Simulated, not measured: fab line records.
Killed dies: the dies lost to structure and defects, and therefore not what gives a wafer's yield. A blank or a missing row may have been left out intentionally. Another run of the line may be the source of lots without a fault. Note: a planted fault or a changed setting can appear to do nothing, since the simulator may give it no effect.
Which tool was responsible? | flow sky130 | 24 lots with 72 wafers sampled at 4 steps, on a route of 708 steps

## WHAT THE GAUGES READ, wafer by wafer
SKY_SONOS_ONO_CD_MEAS_13: target cd 410 nm.
lot  | measured     | on        | cd_nm (nm)
L075 | day 13 10:55 | cd_sem-02 | 413.9 413.2 410.9
L074 | day 13 14:52 | cd_sem-01 | 405.5 407.3 406.2
L077 | day 14 08:28 | cd_sem-01 | 410.6 410.4 410.7
L076 | day 14 08:44 | cd_sem-02 | 407.4 408.4 408.3
L079 | day 14 17:19 | cd_sem-01 | 413.1 411.6 415.1
L078 | day 14 17:58 | cd_sem-02 | 408.8 409.1 405.3
L081 | day 17 05:25 | cd_sem-01 | 409.6 410.9 410.5
L082 | day 17 05:37 | cd_sem-02 | 409.9 411.7 408.9
L084 | day 17 05:43 | cd_sem-01 | 408.9 410.0 410.3
L087 | day 17 06:02 | cd_sem-01 | 407.9 408.3 409.6
L085 | day 17 06:02 | cd_sem-02 | 412.8 412.9 413.7
L080 | day 17 06:22 | cd_sem-01 | 408.4 409.9 410.3
L083 | day 17 06:37 | cd_sem-02 | 409.0 410.5 410.0
L086 | day 17 06:42 | cd_sem-01 | 409.6 409.1 409.4
L088 | day 17 11:33 | cd_sem-02 | 408.4 408.4 406.1
L089 | day 17 17:17 | cd_sem-01 | 415.2 414.6 413.3
L090 | day 18 03:40 | cd_sem-01 | 407.7 408.4 408.8
L091 | day 18 22:33 | cd_sem-01 | 408.5 408.9 408.6
L092 | day 19 00:44 | cd_sem-02 | 406.9 409.7 410.6
L093 | day 19 04:37 | cd_sem-01 | 409.7 409.8 410.3
L094 | day 19 10:25 | cd_sem-01 | 406.5 407.3 407.6
L095 | day 19 21:22 | cd_sem-01 | 410.1 408.5 412.6
L096 | day 20 02:32 | cd_sem-02 | 409.4 408.0 409.2
L097 | day 20 12:46 | cd_sem-02 | 407.9 408.2 406.3

SKY_SONOS_ONO_OVL_MEAS_14.
lot  | measured     | on         | SONOS_ONO_OVL (nm)
L075 | day 13 11:02 | overlay-01 | -2.6 -1.5 -2.4
L074 | day 13 14:59 | overlay-02 | -3.1 -1.6 -3.8
L077 | day 14 08:35 | overlay-02 | -2.3 -1.4 -2.9
L076 | day 14 08:51 | overlay-02 | -3.4 -3.1 -5.2
L079 | day 14 17:26 | overlay-02 | -2.5 -1.8 -3.2
L078 | day 14 18:03 | overlay-01 | -1.1 0.5 0.8
L081 | day 17 05:32 | overlay-02 | 0.5 0.6 1.4
L082 | day 17 05:42 | overlay-02 | -2.6 -2.1 -2.1
L084 | day 17 05:50 | overlay-02 | -0.4 -1.7 -2.8
L087 | day 17 06:10 | overlay-02 | -1.4 -0.6 -1.1
L085 | day 17 06:08 | overlay-02 | -1.8 -1.3 -2.0
L080 | day 17 06:26 | overlay-02 | -1.9 -2.6 -1.7
L083 | day 17 06:44 | overlay-02 | -2.3 -1.0 -4.3
L086 | day 17 06:49 | overlay-02 | -2.3 -2.3 -1.7
L088 | day 17 11:40 | overlay-02 | -0.5 0.2 -0.6
L089 | day 17 17:26 | overlay-02 | -2.2 0.0 -0.3
L090 | day 18 03:47 | overlay-01 | -2.8 -1.0 -0.9
L091 | day 18 22:40 | overlay-01 | -2.4 -1.2 -0.9
L092 | day 19 00:51 | overlay-02 | -2.1 -1.0 -1.3
L093 | day 19 04:44 | overlay-01 | -0.3 0.7 -2.1
L094 | day 19 10:30 | overlay-02 | -0.1 -0.3 -0.1
L095 | day 19 21:29 | overlay-01 | -2.1 -1.9 -4.1
L096 | day 20 02:37 | overlay-02 | -2.3 -1.8 -0.9
L097 | day 20 12:53 | overlay-02 | -0.1 -1.4 0.8

SKY_POLY_GATE_CD_MEAS_13: target cd 150 nm.
lot  | measured     | on        | cd_nm (nm)
L075 | day 17 05:06 | cd_sem-02 | 149.2 150.1 148.8
L074 | day 17 10:42 | cd_sem-02 | 148.0 149.1 147.4
L077 | day 18 07:59 | cd_sem-01 | 148.8 149.2 148.7
L076 | day 18 04:00 | cd_sem-02 | 150.2 151.1 150.7
L079 | day 18 14:55 | cd_sem-02 | 151.1 151.9 151.9
L078 | day 18 19:32 | cd_sem-02 | 149.3 151.0 150.3
L081 | day 21 10:22 | cd_sem-01 | 150.8 150.5 151.0
L082 | day 21 10:16 | cd_sem-01 | 150.7 149.9 149.8
L084 | day 21 08:13 | cd_sem-01 | 150.1 149.7 150.9
L087 | day 21 14:44 | cd_sem-01 | 149.7 148.2 149.4
L085 | day 21 14:39 | cd_sem-01 | 149.2 150.6 150.2
L080 | day 21 14:33 | cd_sem-01 | 150.3 150.3 151.4
L083 | day 21 16:19 | cd_sem-01 | 148.9 149.5 148.4
L086 | day 21 15:07 | cd_sem-01 | 149.5 151.1 149.8
L088 | day 21 17:56 | cd_sem-01 | 149.8 150.6 151.4
L089 | day 21 21:36 | cd_sem-01 | 150.7 150.9 150.9
L090 | day 22 05:57 | cd_sem-01 | 151.1 151.2 152.2
L091 | day 23 02:16 | cd_sem-01 | 151.5 151.3 151.2
L092 | day 23 06:39 | cd_sem-01 | 148.3 147.2 146.6
L093 | day 23 09:39 | cd_sem-02 | 149.0 148.6 147.8
L094 | day 23 11:32 | cd_sem-02 | 146.3 147.4 146.4
L095 | day 23 22:18 | cd_sem-02 | 151.2 150.5 150.5
L096 | day 24 06:37 | cd_sem-02 | 148.8 148.8 150.1
L097 | day 24 15:18 | cd_sem-02 | 150.1 149.9 149.9

## WHICH TOOL RAN EACH LOT (tool, then ch and the chambers of the sampled wafers, then the start)
lot  | SKY_RES_PROTECT_STRIP_07
L075 | plasma_asher-01 ch 0, day 15 21:14
L074 | plasma_asher-04 ch 0, day 16 02:04
L077 | plasma_asher-02 ch 0,1, day 16 22:05
L076 | plasma_asher-01 ch 0,1, day 16 21:26
L079 | plasma_asher-04 ch 0,1, day 17 05:29
L078 | plasma_asher-02 ch 0,1, day 17 08:39
L081 | plasma_asher-01 ch 0,1, day 20 01:19
L082 | plasma_asher-04 ch 0,1, day 20 00:59
L084 | plasma_asher-01 ch 0,1, day 20 00:22
L087 | plasma_asher-01 ch 0,1, day 20 03:19
L085 | plasma_asher-04 ch 0,1, day 20 02:47
L080 | plasma_asher-01 ch 0,1, day 20 02:44
L083 | plasma_asher-04 ch 0,1, day 20 05:53
L086 | plasma_asher-04 ch 0,1, day 20 03:37
L088 | plasma_asher-01 ch 0,1, day 20 08:22
L089 | plasma_asher-04 ch 0, day 20 13:16
L090 | plasma_asher-01 ch 0,1, day 20 22:40
L091 | plasma_asher-04 ch 0,1, day 21 19:15
L092 | plasma_asher-02 ch 0,1, day 21 22:03
L093 | plasma_asher-02 ch 0,1, day 22 01:26
L094 | plasma_asher-04 ch 0,1, day 22 03:56
L095 | plasma_asher-04 ch 0,1, day 22 14:40
L096 | plasma_asher-01 ch 0,1, day 22 23:21
L097 | plasma_asher-04 ch 0,1, day 23 07:37
- SKY_RES_PROTECT_STRIP_07: strips in O2/N2.

## WHAT THE TOOLS THEMSELVES READ (means of the sampled wafers that have a number; where no wafer has one, the mark that the record gives instead)
SKY_RES_PROTECT_STRIP_07.
lot  | tool            | drypump_motor_current_A (A) | oes_product_au (a.u.) | strip_time_to_endpoint_s (s)
L075 | plasma_asher-01 | 5.6                         | 0.522                 | 23.34
L074 | plasma_asher-04 | 6.2                         | 0.517                 | 23.29
L077 | plasma_asher-02 | 5.0                         | 0.513                 | 23.26
L076 | plasma_asher-01 | 5.9                         | 0.519                 | 23.27
L079 | plasma_asher-04 | 6.0                         | 0.518                 | 23.29
L078 | plasma_asher-02 | 4.9                         | 0.522                 | 23.33
L081 | plasma_asher-01 | 5.7                         | 0.521                 | 23.29
L082 | plasma_asher-04 | 6.0                         | 0.518                 | 23.21
L084 | plasma_asher-01 | 5.7                         | 0.517                 | 23.28
L087 | plasma_asher-01 | 5.8                         | 0.519                 | 23.29
L085 | plasma_asher-04 | 5.7                         | 0.515                 | 23.24
L080 | plasma_asher-01 | 5.8                         | 0.519                 | 23.22
L083 | plasma_asher-04 | 6.0                         | 0.520                 | 23.27
L086 | plasma_asher-04 | 6.0                         | 0.516                 | 23.27
L088 | plasma_asher-01 | 5.8                         | 0.520                 | 23.28
L089 | plasma_asher-04 | 6.2                         | 0.519                 | 23.32
L090 | plasma_asher-01 | 5.9                         | 0.519                 | 23.35
L091 | plasma_asher-04 | 6.0                         | 0.520                 | 23.36
L092 | plasma_asher-02 | 5.0                         | 0.515                 | 23.28
L093 | plasma_asher-02 | 5.1                         | 0.521                 | 23.29
L094 | plasma_asher-04 | 5.8                         | 0.516                 | 23.26
L095 | plasma_asher-04 | 6.0                         | 0.516                 | 23.32
L096 | plasma_asher-01 | 5.7                         | 0.514                 | 23.28
L097 | plasma_asher-04 | 5.7                         | 0.522                 | 23.29

## THE ANSWER, worked out from the rows above alone
Rule: usual is defined by the lots themselves. Put in order of their means at a reading, lots are off if they are a third of the lots or fewer, leave a main group of 4 or more, and stand apart from it by a gap of 3 or more times the standard deviation of the main group's means; of several such gaps the widest counts. If all means in a main group match to the digits the tables above print for the reading, that group is not used. A lot without any number at a reading at which 4 lots or more have one is off too. Where the step has rows for the other lots, those lots are counted as sound. The gauges are gone through in route order, then the tools' own readings, and for those a lot's mean is taken as printed above. At the first step where some lot is off, the reading lying furthest off is the one used; lots without a number count as furthest.
No lot is off on any of the readings shown, so nothing can be concluded from this.

## WHAT HAD BEEN PUT IN BY THE SIMULATOR
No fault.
